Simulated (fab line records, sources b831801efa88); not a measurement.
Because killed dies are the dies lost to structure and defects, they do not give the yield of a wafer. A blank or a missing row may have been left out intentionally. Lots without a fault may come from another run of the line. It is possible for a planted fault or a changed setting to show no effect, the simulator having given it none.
Which tool was responsible? :: flow gf180mcu :: 7 lots, 21 wafers sampled, at 2 steps of a route of 602

WHAT EACH GAUGE READ, for each wafer
GF_M4_CD_MEAS_14: the cd target is 280 nm.
lot: L661
measured: day 23 23:31
on: cd_sem-02
cd_nm (nm): 278.3 280.5 281.0

lot: L665
measured: day 25 12:19
on: cd_sem-01
cd_nm (nm): 280.5 280.0 280.5

lot: L667
measured: day 26 01:30
on: cd_sem-02
cd_nm (nm): 279.4 278.3 279.0

lot: L675
measured: day 28 09:33
on: cd_sem-02
cd_nm (nm): 282.0 282.2 281.3

lot: L678
measured: day 29 07:20
on: cd_sem-02
cd_nm (nm): 280.2 278.7 279.2

lot: L680
measured: day 30 01:31
on: cd_sem-01
cd_nm (nm): 278.8 278.0 278.7

lot: L682
measured: day 30 12:26
on: cd_sem-01
cd_nm (nm): 279.8 280.1 280.6

TOOL THAT RAN EACH LOT (tool first, then ch and the chambers of the sampled wafers, then the start)
lot: L661
GF_M4_SPUTTER_00: pvd_sputter-01, day 23 00:36

lot: L665
GF_M4_SPUTTER_00: pvd_sputter-04, day 24 14:51

lot: L667
GF_M4_SPUTTER_00: pvd_sputter-04, day 25 04:01

lot: L675
GF_M4_SPUTTER_00: pvd_sputter-03, day 27 14:07

lot: L678
GF_M4_SPUTTER_00: pvd_sputter-03, day 28 12:01

lot: L680
GF_M4_SPUTTER_00: pvd_sputter-03, day 29 07:19

lot: L682
GF_M4_SPUTTER_00: pvd_sputter-01, day 29 18:10
- GF_M4_SPUTTER_00: material Ti, target thk 37.5 nm, time 150 s.

THE ANSWER, worked out from the rows above alone
Rule: what is usual is taken from the lots themselves. Put in order of their means at a reading, lots are off if they are a third of the lots or fewer, leave a main group of 4 or more, and stand apart from it by a gap of 3 or more times the standard deviation of the main group's means; of several such gaps the widest counts. A main group is skipped when, at the precision printed for the reading in the tables above, its means are all equal. Also off: a lot with no number at a reading for which 4 or more lots have one. All remaining lots with rows at the step are treated as sound.
No lot is off at any reading shown: from this, nothing can be told.

WHAT THE SIMULATOR HAD PUT IN
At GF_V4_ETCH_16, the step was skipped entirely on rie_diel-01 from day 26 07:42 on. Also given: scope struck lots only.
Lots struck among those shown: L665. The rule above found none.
